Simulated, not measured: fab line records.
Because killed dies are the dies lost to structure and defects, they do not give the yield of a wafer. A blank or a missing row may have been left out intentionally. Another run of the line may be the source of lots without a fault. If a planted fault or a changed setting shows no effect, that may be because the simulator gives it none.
Which of the tools did it? + flow gf180mcu + 6 lots (17 wafers sampled), 1 step of a 602-step route

== WHAT EACH GAUGE READ, for each wafer ==
GF_M4_RS_MEAS_05: uses a four-point probe to measure.
| lot  | measured     | on           | M4_ALCU_RS (ohm/sq)  |
|------|--------------|--------------|----------------------|
| L459 | day 24 08:22 | filmMetro-02 | 0.0713 0.0689 0.0690 |
| L461 | day 24 21:50 | filmMetro-01 | 0.0707 0.0695 0.0700 |
| L465 | day 26 13:12 | filmMetro-02 | 0.0706 0.0716 0.0709 |
| L467 | day 26 21:41 | filmMetro-04 | 0.0688 0.0701        |
| L469 | day 27 11:42 | filmMetro-04 | 0.0708 0.0700 0.0696 |
| L473 | day 28 14:40 | filmMetro-02 | 0.0685 0.0672 0.0688 |

== WHAT TOOL EACH LOT RAN ON (gives the tool, then ch and the chambers of the sampled wafers, and finally the start) ==
Record: no process step prior to these readings.

== THE ANSWER, worked out from the rows above alone ==
Rule: the lots themselves supply what counts as usual. Put in order of their means at a reading, lots are off if they are a third of the lots or fewer, leave a main group of 4 or more, and stand apart from it by a gap of 3 or more times the standard deviation of the main group's means; of several such gaps the widest counts. If all means in a main group match to the digits the tables above print for the reading, that group is not used. A lot without any number at a reading at which 4 lots or more have one is off too. Any other lot the step has rows for is counted as sound.
No lot is off at any reading shown: from this, nothing can be told.

== WHAT WAS PUT IN BY THE SIMULATOR ==
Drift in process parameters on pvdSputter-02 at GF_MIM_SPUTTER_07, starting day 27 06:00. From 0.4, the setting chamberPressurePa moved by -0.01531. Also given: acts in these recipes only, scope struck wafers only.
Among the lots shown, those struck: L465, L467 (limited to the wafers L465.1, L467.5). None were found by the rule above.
